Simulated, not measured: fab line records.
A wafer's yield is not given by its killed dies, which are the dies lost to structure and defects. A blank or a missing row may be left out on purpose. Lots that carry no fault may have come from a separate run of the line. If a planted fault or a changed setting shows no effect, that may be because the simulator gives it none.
A single fault, viewed from 2 desks :: flow sky130 :: every desk sees just its own numbers, and what lay behind them comes last

## AT THE METROLOGY DESK
What the gauges read for every lot (on any tool): the sampled wafers with a number, averaged. Any lot whose mean is over 4 standard deviations away from the usual mean is out of limits and marked OUT; that distance is given in the brackets.
Columns: A = INCOMING_BOW at SKY_FIELD_ISO_BOW_MEAS_00, usual 0 um; B = DNWELL_TW at SKY_DNWELL_TW_MEAS_09, usual 1123; C = SONOS_ONO_CVD_04_THK at SKY_SONOS_ONO_THK_MEAS_05, usual 5.67 nm
lot: L581
first seen here: day 1 10:01
A: 2
B: 1114
C: 5.47

lot: L582
first seen here: day 1 15:00
A: -0
B: 1127
C: 5.52

lot: L583
first seen here: day 1 20:00
A: -4
B: 1125
C: 5.58

lot: L584
first seen here: day 2 01:00
A: -4
B: 1130
C: 5.75

lot: L585
first seen here: day 2 06:00
A: 3
B: 1106
C: 5.76

lot: L586
first seen here: day 2 11:00
A: -2
B: 1123
C: 5.67

lot: L591
first seen here: day 3 12:01
A: 4
B: 1127
C: 5.63

lot: L596
first seen here: day 4 13:00
A: 2
B: 1127
C: 5.57

lot: L598
first seen here: day 4 23:01
A: -1
B: 1130
C: 5.58

lot: L600
first seen here: day 5 09:02
A: 4
B: 1119
C: 5.47

lot: L602
first seen here: day 5 19:01
A: 3
B: 1110
C: 5.41

lot: L603
first seen here: day 6 00:01
A: 1
B: 1123
C: 5.67

lot: L604
first seen here: day 6 05:00
A: -3
B: 1128
C: 5.79
This desk's verdict: no lot among the 13 shows anything out of limits.

## AT THE TOOL OWNER'S DESK: litho-track-04
At SKY_VT_ADJUST_HVTP_SOFTBAKE_03 (time 60 s), the tool's own readings, given per lot that ran on this tool as the mean of the sampled wafers with a number. Any lot whose mean is over 4 standard deviations away from the usual mean is out of limits and marked OUT; that distance is given in the brackets.
Columns: A = run-length-s at SKY_VT_ADJUST_HVTP_SOFTBAKE_03, usual 89.35 s
lot: L584
first seen here: day 6 09:59
A: 89.14

lot: L591
first seen here: day 8 12:43
A: 89.06

lot: L596
first seen here: day 9 16:08
A: 122.30 (+99 or more) OUT

lot: L598
first seen here: day 10 05:28
A: 122.48 (+99 or more) OUT
Finding of this desk: L596, L598 out of limits; the first was L596 at day 9 16:08, on run-length-s at SKY_VT_ADJUST_HVTP_SOFTBAKE_03. In limits: L584, L591.

## PUT TOGETHER
An alarm could have come from the tool owner's desk at day 9 16:08, on L596, L598.
At the metrology desk, nothing out of limits was observed.
The metrology desk has L596, L598 on record, within its limits.
All the named lots went through SKY_VT_ADJUST_HVTP_SOFTBAKE_03 on litho-track-04.

## WHAT HAD BEEN PUT IN BY THE SIMULATOR
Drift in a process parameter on litho-track-04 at SKY_VT_ADJUST_HVTP_SOFTBAKE_03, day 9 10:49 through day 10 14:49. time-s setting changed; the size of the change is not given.
Lots struck among those shown: L596, L598.
Hours from the fault's start to each desk's first reading out of limits: the tool owner's desk, 5.
